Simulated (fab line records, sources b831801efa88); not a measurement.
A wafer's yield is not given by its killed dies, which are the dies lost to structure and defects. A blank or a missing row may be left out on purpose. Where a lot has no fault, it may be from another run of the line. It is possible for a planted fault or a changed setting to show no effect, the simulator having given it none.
Comparing a struck lot with a sound one + flow gf180mcu + 14 steps out of a route of 602
Sound: wafers L245.2, L245.3, L245.5. Struck: wafers L253.1, L253.3, L253.6. The cause comes at the end.
Order at every step that has rows: each side's tool, ch and its chambers, its first start. Under that, the readings that differ: sound wafers + struck wafers + difference of the means + sigmas: that difference in standard deviations of wafers without a fault.
alike: same words and numbers on both sides, and readings whose means sit less than 2 such deviations apart. not compared: any withheld reading, any reading some wafer has no value for, any bound like >300 that may hide the same value, and any number with overlapping values for which the record gives no deviation.
Wherever a step has rows on one side only, a row that says differs or no value, or a row with sigmas, the two part there. Numbers that have no deviation but don't overlap get no sigmas and don't part them. A reading that every wafer of one side lacks parts them only if that side has two wafers or more.

GF_V1_THK_MEAS_01:
  sound: film-metro-01 at day 20 04:38; struck: film-metro-01 at day 22 22:27
| reading            | sound       | struck      | difference | sigmas |
|--------------------|-------------|-------------|------------|--------|
| V1_CVD_00_THK (nm) | 587 595 595 | 605 608 616 | +17        | +3     |
GF_V1_CVD_02: deposits SiO2 from TEOS, target thk 850 nm, time 94.851 s.
  sound on pecvd-04 ch 0,2, day 20 04:41; struck on pecvd-02 ch 0,2, day 22 22:31
  alike: heater-power-w
GF_V1_THK_MEAS_03:
  sound: film-metro-04 at day 20 04:46; struck: film-metro-04 at day 22 22:35
  alike: V1_CVD_02_THK
GF_V1_CMP_04: polishes SiO2.
  sound on cmp-02 ch 0,1,2, day 20 04:49; struck on cmp-01 ch 2,3, day 23 03:46
| reading                | sound    | struck   | difference | sigmas |
|------------------------|----------|----------|------------|--------|
| time-to-endpoint-s (s) | 72 71 81 | 81 86 87 | +10        | +2     |
  alike: motor-current-A
GF_V1_BOW_MEAS_05:
  sound: film-metro-01 at day 20 05:08; struck: film-metro-04 at day 23 04:04
  alike: V1_BOW
then, 7 steps without rows for these wafers: GF_V1_DEHYDRATE_06 (time 60 s); GF_V1_HMDS_07 (prime time 60 s); GF_V1_COAT_08; GF_V1_COAT_09 (resist thk 1000 nm); GF_V1_SOFTBAKE_10 (time 60 s); GF_V1_EXPOSE_11 (exposes mask Via1, target cd 260 nm); GF_V1_PEB_12 (peb time 90 s).
GF_V1_DEVELOP_13: develop time 60 s.
  struck on litho-track-01, day 24 02:06; sound on litho-track-04 ch 0, day 21 05:02
  no value came back on the struck wafers for chill-plate-temp-C (C), develop-time-s (s), exhaust-pa (Pa); on the sound wafers chill-plate-temp-C (C) reads 23.14 23.01 23.00
| reading                             | sound             | struck          | difference | sigmas |
|-------------------------------------|-------------------|-----------------|------------|--------|
| model.KrF_of_V1_COAT_09.thk-nm (nm) | 981.8 979.8 983.7 | 998.7 1001 1002 | +18.8      |        |
GF_V1_CD_MEAS_14: target cd 260 nm.
  sound: cd-sem-02 at day 21 05:11; struck: cd-sem-01 at day 24 02:15
| reading    | sound             | struck | difference                    | sigmas |
|------------|-------------------|--------|-------------------------------|--------|
| cd-nm (nm) | 259.7 260.7 259.2 | - - -  | no value on the struck wafers |        |

WHERE THEY PART
Earliest at GF_V1_THK_MEAS_01; latest, in this record, at GF_V1_CD_MEAS_14.

WHY: whatever the simulator had introduced
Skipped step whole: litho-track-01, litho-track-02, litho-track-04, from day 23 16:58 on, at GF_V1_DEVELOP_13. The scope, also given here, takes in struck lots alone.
